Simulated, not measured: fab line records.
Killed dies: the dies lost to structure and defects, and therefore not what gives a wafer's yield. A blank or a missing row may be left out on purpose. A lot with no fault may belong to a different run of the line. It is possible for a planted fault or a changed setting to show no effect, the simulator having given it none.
A struck lot beside a sound one || flow sky130 || 15 out of 708 route steps
Sound: the wafers L666.1, L666.3, L666.4. Wafers L661.2, L661.3, L661.4 were the ones struck. The cause is given at the end.
Per side, at each step with rows, come the tool, then ch with its chambers, and then its first start. Under that, the readings that differ: sound wafers || struck wafers || difference of the means || sigmas: that difference in standard deviations of wafers without a fault.
alike: words and numbers the same on both sides, and readings whose means are apart by under 2 such deviations; not compared: readings that were withheld, readings missing a value for some wafer, numbers with overlapping values and no deviation given by the record, and bounds like >300 which may hide the same value.
The two part at a step that has a row with sigmas, a row that says differs or no value, or rows on one side only. Numbers that have no deviation but don't overlap get no sigmas and don't part them. Lack of a reading on every wafer of one side parts them only where that side has two or more wafers.

SKY_LDD_HVN_OVL_MEAS_07:
  sound: overlay-02 at day 26 09:24; struck: overlay-01 at day 24 16:31
  alike: LDD_HVN_OVL
after that, 1 step had no rows for these wafers: SKY_LDD_HVN_IMPLANT_08.
SKY_LDD_HVN_STRIP_09: strips in O2/N2.
  sound on plasma asher-02 ch 0,1, day 26 09:35; struck on plasma asher-02 ch 0,1, day 24 16:41
  alike: chamber pressure mTorr, drypump motor current A, oes product au, strip time to endpoint s
  not compared: rf hours counter h
SKY_LDD_HVN_TW_MEAS_10:
  sound: film metro-04 at day 26 09:41; struck: film metro-01 at day 24 16:48
  alike: LDD_HVN_TW
then, 7 steps without rows for these wafers: SKY_LDD_HVP_DEHYDRATE_00 (time 60 s); SKY_LDD_HVP_HMDS_01 (prime time 60 s); SKY_LDD_HVP_COAT_02 (resist thk 300 nm); SKY_LDD_HVP_SOFTBAKE_03 (time 60 s); SKY_LDD_HVP_EXPOSE_04 (exposes mask HVPTM, target cd 700 nm); SKY_LDD_HVP_PEB_05; SKY_LDD_HVP_DEVELOP_06 (develop time 60 s).
SKY_LDD_HVP_OVL_MEAS_07:
  sound: overlay-02 at day 27 13:53; struck: overlay-02 at day 25 21:47
  alike: LDD_HVP_OVL
SKY_LDD_HVP_IMPLANT_08:
  sound on implanter-04 ch 0, day 27 13:55; struck on implanter-03 ch 0, day 25 21:50
{"reading": "beam energy keV", "sound": "19.996 19.993 20.002", "struck": "19.175 19.171 19.158", "difference": -0.829, "sigmas": "-99 or more"}
{"reading": "model.implant.rp nm (nm)", "sound": "65.58 65.58 65.58", "struck": "60.83 60.83 60.83", "difference": -4.75, "sigmas": ""}
{"reading": "model.implant.drp nm (nm)", "sound": "28.53 28.53 28.53", "struck": "27.69 27.69 27.69", "difference": -0.84, "sigmas": ""}
  alike: beam on s
SKY_LDD_HVP_STRIP_09: strips in O2/N2.
  sound on plasma asher-04 ch 0,1, day 27 14:04; struck on plasma asher-02 ch 0,1, day 25 21:58
  alike: chamber pressure mTorr, drypump motor current A, oes product au, strip time to endpoint s
  not compared: rf hours counter h
after that, 1 step had no rows for these wafers: SKY_PAD_OPEN_PROBE_99.

## WHERE THEY PART
Only at SKY_LDD_HVP_IMPLANT_08, within this record. Later steps at which nothing parts them and some readings are alike: SKY_LDD_HVP_STRIP_09.

WHY: what had been put in by the simulator
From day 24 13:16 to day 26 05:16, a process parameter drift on implanter-03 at SKY_LDD_HVP_IMPLANT_08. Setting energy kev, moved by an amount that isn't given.
